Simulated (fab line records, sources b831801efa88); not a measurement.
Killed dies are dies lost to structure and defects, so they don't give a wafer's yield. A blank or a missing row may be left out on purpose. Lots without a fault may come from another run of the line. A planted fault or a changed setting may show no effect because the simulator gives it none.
One fault seen from 2 desks | flow gf180mcu | each desk has only its own numbers; what lay behind them comes last

THE METROLOGY DESK
What the gauges read, lot by lot, whatever tool the lot ran on: means of the sampled wafers that have a number. A lot is out of limits, marked OUT, if its mean lies more than 4 standard deviations from the usual mean; the brackets give that distance.
Columns: A = STI_OXIDATION_THK at GF_STI_THK_MEAS_02, usual 9.97 nm
lot  | first seen here | A
L573 | day 1 11:31     | 9.84
L574 | day 1 16:31     | 10.11
L575 | day 1 21:58     | 10.04
L576 | day 2 02:31     | 9.75
L577 | day 2 08:00     | 10.26
L579 | day 2 17:32     | 10.05
L581 | day 3 04:00     | 9.89
L582 | day 3 08:31     | 9.82
L586 | day 4 05:22     | 10.05
L592 | day 5 11:22     | 10.13
L593 | day 5 15:31     | 9.92
L594 | day 5 20:31     | 10.08
L595 | day 6 01:38     | 10.01
L596 | day 6 06:43     | 10.00
This desk's finding: nothing out of limits on any of the 14 lots.

THE TOOL OWNER'S DESK: implanter-04
The tool's own readings at GF_HV_LDD_IMPLANT_33: means of the sampled wafers that have a number, for each lot that ran on this tool. A lot is out of limits, marked OUT, if its mean lies more than 4 standard deviations from the usual mean; the brackets give that distance.
Columns: A = dose_ions_cm2 at GF_HV_LDD_IMPLANT_33, usual 7.5e+12; B = faraday_current_uA at GF_HV_LDD_IMPLANT_33, usual 42.3
lot  | first seen here | A                         | B
L574 | day 11 22:07    | 7.5e+12                   | 42.5
L575 | day 12 06:07    | 7.5e+12                   | 42.3
L576 | day 12 09:39    | 7.5e+12                   | 42.1
L582 | day 14 10:38    | 8.7e+12 (+99 or more) OUT | 49.7 (+8.7) OUT
L586 | day 15 23:43    | 8.7e+12 (+99 or more) OUT | 48.0 (+6.7) OUT
L594 | day 18 12:15    | 7.5e+12                   | 42.6
This desk's finding: out of limits on L582, L586; first on L582, day 14 10:38 (dose_ions_cm2 at GF_HV_LDD_IMPLANT_33). In limits: L574, L575, L576, L594.

PUT TOGETHER
The tool owner's desk could have raised an alarm at day 14 10:38, on L582, L586.
The metrology desk saw nothing out of limits.
The metrology desk has L582, L586 on record, within its limits.
Of the lots named, all ran GF_HV_LDD_IMPLANT_33 on implanter-04.

WHAT THE SIMULATOR HAD PUT IN
Process parameter drift: implanter-04, from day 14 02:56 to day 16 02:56, at GF_HV_LDD_IMPLANT_33. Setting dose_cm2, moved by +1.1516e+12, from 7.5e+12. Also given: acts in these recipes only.
Lots struck among those shown: L582, L586.
Hours from the fault's start to each desk's first reading out of limits: the tool owner's desk, 8.
